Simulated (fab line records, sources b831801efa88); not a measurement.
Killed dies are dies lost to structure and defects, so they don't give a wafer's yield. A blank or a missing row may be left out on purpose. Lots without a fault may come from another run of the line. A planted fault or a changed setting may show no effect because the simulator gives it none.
fab line records | flow gf180mcu
record lots=15 wafers=45 last_day=34
route steps=602 shown HV_LDD@225 NSD@243 PSD@261
lots that met no fault: from a run of the same line without faults
start_h: hours from the record's first day to the start of the lot's first wafer shown | wait_h: hours since the lot's step before | " the same as in the row above | L1.1+2: a row that stands for several wafers | - no value, or no start given | * or withheld: withheld | < > ~ a bound
route shown NAME@n: a module of which the file shows steps, and the number in the route of the first | usual: mean/standard deviation of fault-free wafers | same: alike in all rows | chamber/n: place in a boat | sites: the reading at each site | _std_site: their standard deviation | _edge_site: outer sites' mean less inner sites' | radius_mm: how far each site lies from the wafer's centre | mask NAME#n: copy n | behind: the tool/chamber that last shaped the wafer | hold: why the lot was held/for how many hours/how that ended | device: the transistor (n, p or np) that didn't switch | end of line: the same wafers' tests at the end of the route | a step without rows: its recipe alone | killed: dies lost to structure and defects at the first sort, not the wafer's yield | map: a wafer's dies, x killed, . not, _ none there
set.NAME: the setting as run; set.NAME@STEP: as run at that earlier step | model.NAME: the simulator's own value behind a step, which no gauge read
steps of the route over a sample of lots; a table a step, a row a wafer
services: from which hour (start_h, from the record's first day; less than 0 if before it) a tool's chamber was out of use, for how many hours, and why
## steps
# step GF_HV_LDD_STRIP_49
# recipe chemistry=O2/N2 power_w=1400 pressure_mtorr=1500 platen_temp_c=250 o2_flow_sccm=3000 n2_flow_sccm=300 overash_fraction=0.5
# usual drypump_motor_current_A=5.8/0.51 heater_power_w=352/29 oes_product_au=0.716/0.0043 strip_time_to_endpoint_s=12.62/0.039
# same overash_fraction=0.5
# columns lot.wafer tool chamber start_h wait_h drypump_motor_current_A heater_power_w oes_product_au rf_hours_counter_h strip_time_to_endpoint_s
L879.2 plasma_asher-02 0 274.46 0.1 6.9 333 0.716 15 12.58
L879.3 " 1 " " 5.6 329 0.719 - 12.62
L879.4 " 0 " " 6.9 331 0.719 - 12.60
L880.2 plasma_asher-03 1 280.69 0.1 5.3 367 0.719 68 12.66
L880.3 " 0 " " 6.2 376 0.713 - 12.72
L880.6 " 1 " " 5.4 366 0.710 - 12.70
L881.2 plasma_asher-03 1 291.64 0.1 5.4 369 0.711 70 12.56
L881.4 " 1 " " 5.3 371 0.709 - 12.58
L881.5 " 1 " " 5.3 370 0.713 - 12.58
L883.4 plasma_asher-01 1 306.44 0.1 5.7 398 0.719 - 12.55
L883.5 " 0 " " 5.3 313 0.720 - 12.56
L883.6 " 1 " " 5.7 382 0.717 - 12.58
L885.3 plasma_asher-03 0 329.99 0.1 6.2 376 0.717 - 12.60
L885.4 " 1 " " 5.4 373 0.708 - 12.59
L885.6 " 1 " " 5.4 378 0.720 - 12.63
L889.3 plasma_asher-02 1 357.48 0.1 5.6 336 0.706 - 12.65
L889.4 " 0 " " 6.8 337 0.721 - 12.63
L889.6 " 1 " " 5.6 332 0.718 - 12.64
L890.1 plasma_asher-01 1 361.54 0.1 5.8 395 0.711 70 12.63
L890.5 " 1 " " 5.8 377 0.717 - 12.65
L890.6 " 0 " " 5.3 314 0.721 - 12.66
L891.1 plasma_asher-02 0 377.79 0.1 6.8 338 0.718 25 12.62
L891.4 " 1 " " 5.6 324 0.717 - 12.64
L891.6 " 1 " " 5.6 344 0.712 - 12.61
L892.1 plasma_asher-01 0 381.04 0.1 5.3 313 0.720 72 12.59
L892.3 " 1 " " 5.7 382 0.711 - 12.61
L892.6 " 1 " " 5.7 380 0.712 - 12.60
L893.2 plasma_asher-02 0 386.80 0.1 6.8 339 0.713 26 12.56
L893.4 " 0 " " 6.8 343 0.712 - 12.58
L893.6 " 0 " " 6.8 341 0.713 - 12.60
L895.1 plasma_asher-01 1 403.00 0.1 5.8 387 0.724 74 12.60
L895.3 " 1 " " 5.8 396 0.709 - 12.60
L895.4 " 0 " " 5.3 304 0.713 - 12.60
L896.2 plasma_asher-02 0 407.49 0.1 6.8 332 0.719 28 12.60
L896.3 " 0 " " 6.8 343 0.720 - 12.62
L896.6 " 0 " " 6.8 345 0.721 - 12.60
L897.2 plasma_asher-03 1 419.50 0.1 5.3 368 0.714 83 12.61
L897.3 " 1 " " 5.3 365 0.716 - 12.67
L897.4 " 0 " " 6.2 381 0.715 - 12.69
L898.2 plasma_asher-02 0 423.69 0.1 6.8 330 0.713 30 12.57
L898.3 " 0 " " 6.8 337 0.716 - 12.57
L898.5 " 1 " " 5.6 324 0.717 - 12.58
L902.3 plasma_asher-03 0 457.39 0.1 6.2 374 0.718 - 12.63
L902.4 " 1 " " 5.3 356 0.715 - 12.62
L902.5 " 1 " " 5.3 359 0.712 - 12.62
# step GF_HV_LDD_ETCHBACK_58
# recipe chemistry=CH3F/O2 target=Si3N4 stop_on=SiO2 source_w=400 bias_w=80 pressure_mtorr=25 ch3f_flow_sccm=40 O2_flow_sccm=30 time_s=100 target_depth_a=900
# usual ch3f_flow_sccm=40.02/0.11 drypump_motor_current_A=5.7/0.53 oes_product_au=0.844/0.0073 rf_fwd_power_W=398.0/1.3 throttle_valve_pct=10.561/0.0081
# columns lot.wafer tool chamber start_h wait_h ch3f_flow_sccm drypump_motor_current_A oes_product_au rf_fwd_power_W rf_hours_counter_h throttle_valve_pct
L879.2 rie_diel-03 2 277.42 0.0 40.06 5.8 0.824 397.0 0 10.565
L879.3 " 0 " " 40.18 5.5 0.839 398.3 94 10.560
L879.4 " 3 " " 39.98 5.8 0.833 397.7 11 10.573
L880.2 rie_diel-03 1 283.66 0.0 39.97 5.0 0.840 396.3 108 10.559
L880.3 " 0 " " 39.98 5.5 0.842 398.0 94 10.569
L880.6 " 1 " " 39.87 5.0 0.851 397.0 - 10.562
L881.2 rie_diel-04 3 294.61 0.0 40.29 5.2 0.843 398.5 0 10.570
L881.4 " 2 " " 40.10 5.0 0.850 397.1 77 10.563
L881.5 " 3 " " 39.87 5.2 0.851 398.1 - 10.571
L883.4 rie_diel-04 2 309.37 0.0 40.20 5.0 0.844 397.5 77 10.572
L883.5 " 0 " " 40.01 6.1 0.849 399.6 - 10.548
L883.6 " 3 " " 39.93 5.2 0.844 399.1 - 10.553
L885.3 rie_diel-01 2 334.15 0.0 39.99 6.6 0.851 399.2 86 10.570
L885.4 " 2 " " 40.08 6.6 0.849 399.7 - 10.546
L885.6 " 1 " " 40.17 5.1 0.846 397.4 - 10.563
L889.3 rie_diel-01 1 360.41 0.0 40.14 5.1 0.838 398.8 96 10.559
L889.4 " 2 " " 39.96 6.6 0.838 398.6 87 10.580
L889.6 " 2 " " 40.02 6.6 0.839 398.8 - 10.554
L890.1 rie_diel-01 0 364.50 0.1 39.94 6.2 0.843 397.7 24 10.547
L890.5 " 1 " " 39.99 5.0 0.839 398.0 - 10.552
L890.6 " 2 " " 40.07 6.6 0.832 398.9 - 10.558
L891.1 rie_diel-03 3 380.75 0.1 40.12 5.8 0.852 397.1 13 10.555
L891.4 " 0 " " 39.92 5.5 0.828 399.2 96 10.556
L891.6 " 3 " " 40.10 5.8 0.843 396.1 - 10.568
L892.1 rie_diel-01 1 384.00 0.1 40.11 5.1 0.848 399.5 97 10.558
L892.3 " 0 " " 39.93 6.2 0.852 398.5 25 10.564
L892.6 " 2 " " 40.13 6.6 0.837 397.3 - 10.565
L893.2 rie_diel-03 3 389.76 0.0 40.12 5.7 0.855 399.5 14 10.558
L893.4 " 0 " " 39.85 5.5 0.854 398.2 - 10.570
L893.6 " 3 " " 40.20 5.7 0.850 399.1 - 10.558
L895.1 rie_diel-04 0 406.02 0.1 40.19 6.1 0.854 399.8 0 10.559
L895.3 " 3 " " 39.94 5.2 0.852 400.1 3 10.565
L895.4 " 1 " " 40.16 5.4 0.859 399.7 68 10.557
L896.2 rie_diel-04 3 410.51 0.0 39.96 5.2 0.857 397.8 4 10.551
L896.3 " 1 " " 40.03 5.4 0.841 398.4 69 10.560
L896.6 " 1 " " 39.95 5.4 0.850 399.7 - 10.563
L897.2 rie_diel-04 1 422.47 0.0 39.99 5.4 0.835 398.5 69 10.578
L897.3 " 2 " " 39.94 5.0 0.836 397.7 80 10.567
L897.4 " 0 " " 39.88 6.0 0.835 397.4 1 10.552
L898.2 rie_diel-01 0 427.88 0.0 40.06 6.3 0.833 397.2 26 10.562
L898.3 " 3 " " 40.03 6.3 0.831 395.2 45 10.551
L898.5 " 0 " " 39.94 6.2 0.834 398.0 - 10.561
L902.3 rie_diel-04 1 460.32 0.0 39.92 5.4 0.859 399.2 70 10.566
L902.4 " 3 " " 39.90 5.2 0.846 397.2 5 10.560
L902.5 " 2 " " 40.02 5.0 0.843 398.0 - 10.573
# step GF_NSD_OVL_MEAS_08
# usual NSD_OVL=-0.3/1.3
# columns lot.wafer tool chamber start_h wait_h NSD_OVL[nm]
L879.2 overlay-02 - 297.12 0.1 -0.5
L879.3 " - " " -0.8
L879.4 " - " " 1.0
L880.2 overlay-01 - 303.68 0.1 0.4
L880.3 " - " " -0.1
L880.6 " - " " -0.7
L881.2 overlay-01 - 315.07 0.1 0.6
L881.4 " - " " 1.4
L881.5 " - " " 1.9
L883.4 overlay-01 - 331.10 0.1 -1.0
L883.5 " - " " -0.8
L883.6 " - " " -1.0
L885.3 overlay-02 - 356.03 0.1 -1.6
L885.4 " - " " -1.6
L885.6 " - " " -1.8
L889.3 overlay-02 - 382.78 0.1 1.5
L889.4 " - " " -0.8
L889.6 " - " " 0.0
L890.1 overlay-01 - 386.22 0.1 -0.8
L890.5 " - " " -0.7
L890.6 " - " " -0.6
L891.1 overlay-01 - 402.07 0.1 0.1
L891.4 " - " " -0.1
L891.6 " - " " -1.5
L892.1 overlay-01 - 405.47 0.1 1.7
L892.3 " - " " -0.2
L892.6 " - " " 1.0
L893.2 overlay-01 - 413.22 0.1 -0.9
L893.4 " - " " -0.6
L893.6 " - " " 1.3
L895.1 overlay-01 - 429.96 0.1 -0.4
L895.3 " - " " -2.2
L895.4 " - " " -2.9
L896.2 overlay-01 - 434.67 0.1 0.5
L896.3 " - " " -1.4
L896.6 " - " " -0.6
L897.2 overlay-01 - 446.62 0.1 -3.1
L897.3 " - " " -2.1
L897.4 " - " " -2.4
L898.2 overlay-02 - 452.38 0.1 0.9
L898.3 " - " " -0.9
L898.5 " - " " 0.2
L902.3 overlay-01 - 484.92 0.1 -2.4
L902.4 " - " " -2.3
L902.5 " - " " -1.3
# step GF_PSD_RTA_13
# recipe temp_c=1025 time_s=20 ambient=N2
# usual anneal_temp_c_max=1032.4/1.3 chamber_o2_ppm=2.003/0.023 lamp_power_pct=29.9/2.1 wafer_temp_C_max=1031.7/1.7
# columns lot.wafer tool chamber start_h wait_h anneal_temp_c_max chamber_o2_ppm lamp_power_pct wafer_temp_C_max
L879.2 rtp_anneal-02 0 317.70 0.0 1030.9 2.015 27.8 1030.9
L879.3 " 0 " " 1032.5 2.024 27.8 1032.6
L879.4 " 0 " " 1030.9 2.007 27.8 1032.7
L880.2 rtp_anneal-02 0 329.83 0.0 1032.0 2.028 27.8 1030.8
L880.3 " 0 " " 1032.4 2.056 27.8 1033.4
L880.6 " 0 " " 1031.2 2.064 27.8 1032.1
L881.2 rtp_anneal-02 0 336.78 0.0 1033.7 2.005 27.8 1034.1
L881.4 " 0 " " 1031.4 2.028 27.8 1035.8
L881.5 " 0 " " 1032.5 1.983 27.7 1031.6
L883.4 rtp_anneal-02 0 353.27 0.0 1030.6 1.993 27.7 1033.1
L883.5 " 0 " " 1030.3 2.004 27.8 1032.3
L883.6 " 0 " " 1031.6 2.018 27.8 1031.0
L885.3 rtp_anneal-01 0 378.98 0.0 1031.0 2.013 32.0 1030.4
L885.4 " 0 " " 1030.3 2.000 32.0 1030.7
L885.6 " 0 " " 1034.3 2.023 31.9 1032.8
L889.3 rtp_anneal-01 0 404.65 0.0 1035.5 1.996 32.1 1030.9
L889.4 " 0 " " 1031.3 1.986 31.9 1030.5
L889.6 " 0 " " 1036.1 2.001 32.1 1030.7
L890.1 rtp_anneal-02 0 408.71 0.0 1032.1 1.988 27.7 1034.5
L890.5 " 0 " " 1032.1 2.030 27.8 1032.8
L890.6 " 0 " " 1030.6 1.973 27.7 1031.3
L891.1 rtp_anneal-01 0 426.32 0.0 1033.2 2.012 31.9 1031.1
L891.4 " 0 " " 1032.2 2.017 32.0 1029.9
L891.6 " 0 " " 1036.0 2.006 32.0 1031.2
L892.1 rtp_anneal-01 0 430.18 0.0 1032.5 1.994 32.0 1030.6
L892.3 " 0 " " 1030.6 2.052 32.0 1031.0
L892.6 " 0 " " 1032.7 1.998 32.0 1031.0
L893.2 rtp_anneal-02 0 438.06 0.0 1032.6 1.987 27.8 1031.0
L893.4 " 0 " " 1031.2 2.000 27.8 1036.1
L893.6 " 0 " " 1032.5 2.006 27.8 1032.7
L895.1 rtp_anneal-01 0 454.40 0.0 1032.2 2.009 32.0 1030.6
L895.3 " 0 " " 1031.4 1.991 31.9 1032.4
L895.4 " 0 " " 1032.7 2.003 32.0 1030.0
L896.2 rtp_anneal-01 - 459.33 0.0 - - - -
L896.3 " - " " - - - -
L896.6 " - " " - - - -
L897.2 rtp_anneal-01 - 470.96 0.0 - - - -
L897.3 " - " " - - - -
L897.4 " - " " - - - -
L898.2 rtp_anneal-02 - 477.54 0.0 - - - -
L898.3 " - " " - - - -
L898.5 " - " " - - - -
L902.3 rtp_anneal-01 0 511.73 0.0 1032.6 1.978 31.9 1029.8
L902.4 " 0 " " 1035.4 1.994 32.0 1029.4
L902.5 " 0 " " 1034.9 1.987 32.0 1031.0
# step GF_PSD_RS_MEAS_14
# recipe thk_meas_gauge=four-point-probe
# usual NSD_RS=46.15/0.081
# columns lot.wafer tool chamber start_h wait_h NSD_RS[ohm/sq]
L879.2 film_metro-03 - 317.79 0.1 46.06
L879.3 " - " " 46.03
L879.4 " - " " 46.11
L880.2 film_metro-02 - 329.92 0.1 46.21
L880.3 " - " " 46.22
L880.6 " - " " 46.16
L881.2 film_metro-02 - 336.87 0.1 46.03
L881.4 " - " " 46.15
L881.5 " - " " 46.21
L883.4 film_metro-03 - 353.38 0.1 46.13
L883.5 " - " " 46.04
L883.6 " - " " 46.19
L885.3 film_metro-02 - 379.07 0.1 46.11
L885.4 " - " " 46.13
L885.6 " - " " 46.00
L889.3 film_metro-03 - 404.74 0.1 46.11
L889.4 " - " " 46.08
L889.6 " - " " 46.11
L890.1 film_metro-03 - 408.80 0.1 46.24
L890.5 " - " " 46.13
L890.6 " - " " 46.20
L891.1 film_metro-01 - 426.40 0.1 46.10
L891.4 " - " " 45.99
L891.6 " - " " 46.03
L892.1 film_metro-03 - 430.26 0.1 46.13
L892.3 " - " " 46.06
L892.6 " - " " 46.16
L893.2 film_metro-01 - 438.15 0.1 46.21
L893.4 " - " " 46.06
L893.6 " - " " 46.24
L895.1 film_metro-02 - 454.48 0.1 46.11
L895.3 " - " " 46.23
L895.4 " - " " 46.17
L896.2 film_metro-03 - 459.42 0.1 -
L896.3 " - " " -
L896.6 " - " " -
L897.2 film_metro-03 - 471.05 0.1 -
L897.3 " - " " -
L897.4 " - " " -
L898.2 film_metro-01 - 477.62 0.1 -
L898.3 " - " " -
L898.5 " - " " -
L902.3 film_metro-02 - 511.82 0.1 46.23
L902.4 " - " " 46.39
L902.5 " - " " 46.32
## services
# columns tool chamber start_h hours kind
plasma_asher-02 - 254.07 18.4 pm
rie_diel-04 3 261.72 - clean
rtp_anneal-01 - 269.82 0.9 pm
plasma_asher-01 - 280.55 3.8 repair
rie_diel-01 - 290.09 2.8 pm
plasma_asher-02 - 295.26 9.8 repair
rie_diel-04 2 305.29 3.4 repair
rie_diel-04 - 308.12 0.5 repair
rie_diel-01 - 310.45 0.2 repair
rie_diel-03 1 320.26 9.6 repair
rie_diel-03 1 386.07 20.0 repair
plasma_asher-03 - 403.45 6.3 repair
plasma_asher-03 - 403.84 0.4 repair
rie_diel-03 3 404.02 2.5 repair
rie_diel-01 - 410.62 0.6 repair
rie_diel-04 - 420.13 0.3 repair
plasma_asher-03 - 421.25 9.0 pm
rie_diel-04 3 426.15 3.3 repair
rie_diel-03 0 440.39 3.7 repair
plasma_asher-02 - 444.09 0.9 repair
rie_diel-03 - 444.60 1.2 repair
rie_diel-01 0 456.40 12.6 repair
rie_diel-01 - 491.54 0.3 repair
rie_diel-04 1 507.56 2.7 repair
## key
first_sign step=GF_PSD_RTA_13 reading=tool_record direction=missing
effect step=GF_PSD_RS_MEAS_14 reading=NSD_RS direction=missing
met_at GF_PSD_RTA_13
struck_lots L896,L897,L898
later_rows_left_out L896.2,L896.3,L896.6,L897.2,L897.3,L897.4,L898.2,L898.3,L898.5
sort_left_out L896.2,L896.3,L896.6,L897.2,L897.3,L897.4,L898.2,L898.3,L898.5
tester_left_out L896,L897,L898
not_acting_at GF_HV_LDD_STRIP_49,GF_HV_LDD_ETCHBACK_58,GF_NSD_OVL_MEAS_08
onset_between 454.40 459.33
fault kind=skipped_step_whole tool=rtp_anneal-01,rtp_anneal-02 chamber=- onset_h=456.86 steps=GF_PSD_RTA_13 scope=struck_lots_only
# tester_left_out: of these lots the tester's yield and bins aren't shown, on N5 and GAA mostly nor the transistor test; their killed dies are dies lost to structure and defects alone, not to doping, threshold or leakage, so they don't give the yield
# sort_left_out: the simulated sort isn't trusted on such a fault, so these wafers' sort isn't shown, and their yield isn't known
# later_rows_left_out: the simulator's readings of these wafers behind a module that went badly wrong aren't trusted and aren't shown, but for the sort
